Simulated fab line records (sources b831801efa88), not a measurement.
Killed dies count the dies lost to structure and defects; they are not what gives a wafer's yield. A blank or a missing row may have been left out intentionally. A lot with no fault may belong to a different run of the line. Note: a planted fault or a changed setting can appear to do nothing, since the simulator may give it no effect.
Struck lot and sound lot, side by side / flow sky130 / 16 out of 708 route steps
Sound: wafers L748.4, L748.5, L748.6. The struck wafers were L753.3, L753.5, L753.6. The cause is given at the end.
Order at every step that has rows: each side's tool, ch and its chambers, its first start. Under that, the readings that differ: sound wafers / struck wafers / difference of the means / sigmas: that difference in standard deviations of wafers without a fault.
alike: a reading whose means differ by less than 2 such deviations, as well as words and numbers matching on both sides. not compared: withheld readings; readings where some wafer has no value; bounds like >300 that might hide an equal value; numbers whose values overlap and for which the record gives no deviation.
The two part at a step that has a row with sigmas, a row that says differs or no value, or rows on one side only. Numbers that don't overlap but have no deviation are shown without sigmas and don't part them. A reading that every wafer of one side lacks parts them only if that side has two wafers or more.

first, 5 steps without rows for these wafers: SKY_SONOS_TUNNEL_COAT_02 (resist thk 1140 nm); SKY_SONOS_TUNNEL_SOFTBAKE_03 (time 60 s); SKY_SONOS_TUNNEL_EXPOSE_04 (exposes mask TUNM, target cd 410 nm); SKY_SONOS_TUNNEL_PEB_05; SKY_SONOS_TUNNEL_DEVELOP_06 (develop time 60 s).
SKY_SONOS_TUNNEL_CD_MEAS_07: the cd target is 410 nm.
  sound: cdSem-02 at day 15 06:33; struck: cdSem-02 at day 16 22:10
  alike: cdNm
SKY_SONOS_TUNNEL_OVL_MEAS_08:
  sound: overlay-01 at day 15 06:38; struck: overlay-02 at day 16 22:15
  alike: SONOS_TUNNEL_OVL
then, 3 steps without rows for these wafers: SKY_SONOS_TUNNEL_IMPLANT_09; SKY_SONOS_TUNNEL_WET_ETCH_10 (etches SiO2 in dHF, target depth 14 nm, time 280 s); SKY_SONOS_TUNNEL_STRIP_11 (strips in SPM, time 600 s).
SKY_SONOS_TUNNEL_TW_MEAS_12:
  sound: filmMetro-04 at day 15 07:06; struck: filmMetro-02 at day 16 22:42
reading=SONOS_TUNNEL_TW; sound=193.7 194.0 193.6; struck=198.7 197.0 197.2; difference=+3.9; sigmas=+2
then, 1 step without rows for these wafers: SKY_SONOS_TUNNEL_CLEAN_13 (cleans in dHF, time 20 s).
SKY_SONOS_ONO_OXIDATION_00: stabilise 600 s, purge 300 s, target thk 2.6 nm.
  sound on furnace-01 ch 0, day 15 07:08; struck on furnace-01 ch 0, day 16 23:42
reading=spikeTcBottomC (C); sound=816.7 815.4 818.7; struck=836.8 838.4 835.7; difference=+20.0; sigmas=+15
reading=spikeTcCentreC (C); sound=802.3 800.7 801.4; struck=820.9 822.4 822.5; difference=+20.5; sigmas=+17
reading=spikeTcLowerC (C); sound=801.6 801.5 799.0; struck=820.7 819.7 820.1; difference=+19.5; sigmas=+18
reading=spikeTcTopC (C); sound=819.0 818.1 818.7; struck=838.0 836.8 837.0; difference=+18.7; sigmas=+7
reading=spikeTcUpperC (C); sound=800.9 799.3 801.7; struck=819.8 819.1 819.0; difference=+18.7; sigmas=+19
reading=tubeCenterTempC (C); sound=800 799.99 800.05; struck=819.89 819.76 819.73; difference=+19.78; sigmas=+99 or more
reading=tube_center_temp_C_max; sound=802.6 801.7 801.6; struck=821.5 821.5 822.5; difference=+19.9; sigmas=+57
reading=zonePowerLowerPct (%); sound=13.61 13.54 13.24; struck=14.15 14.18 14.05; difference=+0.66; sigmas=+5
reading=model.SiO2_of_SONOS_ONO_OXIDATION_00.thkNm (nm); sound=2.622 2.64 2.592; struck=3.447 3.429 3.414; difference=+0.812; sigmas=
SKY_SONOS_ONO_THK_MEAS_01:
  sound: filmMetro-01 at day 15 08:31; struck: filmMetro-02 at day 17 01:04
reading=SONOS_ONO_OXIDATION_THK (nm); sound=2.65 2.68 2.56; struck=3.44 3.39 3.39; difference=+0.78; sigmas=+14
then, 1 step without rows for these wafers: SKY_SONOS_ONO_CVD_02 (deposits Si3N4 from DCS/NH3, target thk 10.5 nm, time 180 s).
-- a jump in the record: the struck wafers' starts before and after are 33 days apart (it breaks off in module SONOS_ONO and resumes in module PAD_OPEN, where the first step shown is number 708 of the route) --
SKY_PAD_OPEN_PROBE_99:
  sound: prober-02 at day 48 19:01; struck: prober-01 at day 50 04:28
reading=model.etest.sonosErased.driveUaUm; sound=188.7 168; struck=25.11 22.45; difference=-154.57; sigmas=
reading=model.etest.sonosErased.vtV (V); sound=-2.295 -2.308; struck=-0.4454 -0.4072; difference=+1.8752; sigmas=
reading=model.etest.capOno.gateLog10ACm2; sound=-7.959 -7.858; struck=-9.038 -8.878; difference=-1.050; sigmas=
reading=model.etest.capOno.gateBvV (V); sound=16.61 16; struck=17.67 17.64; difference=+1.35; sigmas=
reading=model.etest.capOno.toxAccNm (nm); sound=12.91 12.75; struck=13.85 13.68; difference=+0.94; sigmas=
reading=model.etest.sonosProgrammed.vtV (V); sound=1.454 1.508; struck=1.03 1.12; difference=-0.41; sigmas=
reading=model.etest.sonosBaked.vtLessV (V); sound=-0.4325 -0.4669; struck=-0.2212 -0.2383; difference=+0.2199; sigmas=
  not compared: model.etest.sonosUncharged.rOnOhmUm

== WHERE THEY PART ==
Earliest at SKY_SONOS_TUNNEL_TW_MEAS_12; latest, in this record, at SKY_SONOS_ONO_THK_MEAS_01.

WHY: what the simulator had put in
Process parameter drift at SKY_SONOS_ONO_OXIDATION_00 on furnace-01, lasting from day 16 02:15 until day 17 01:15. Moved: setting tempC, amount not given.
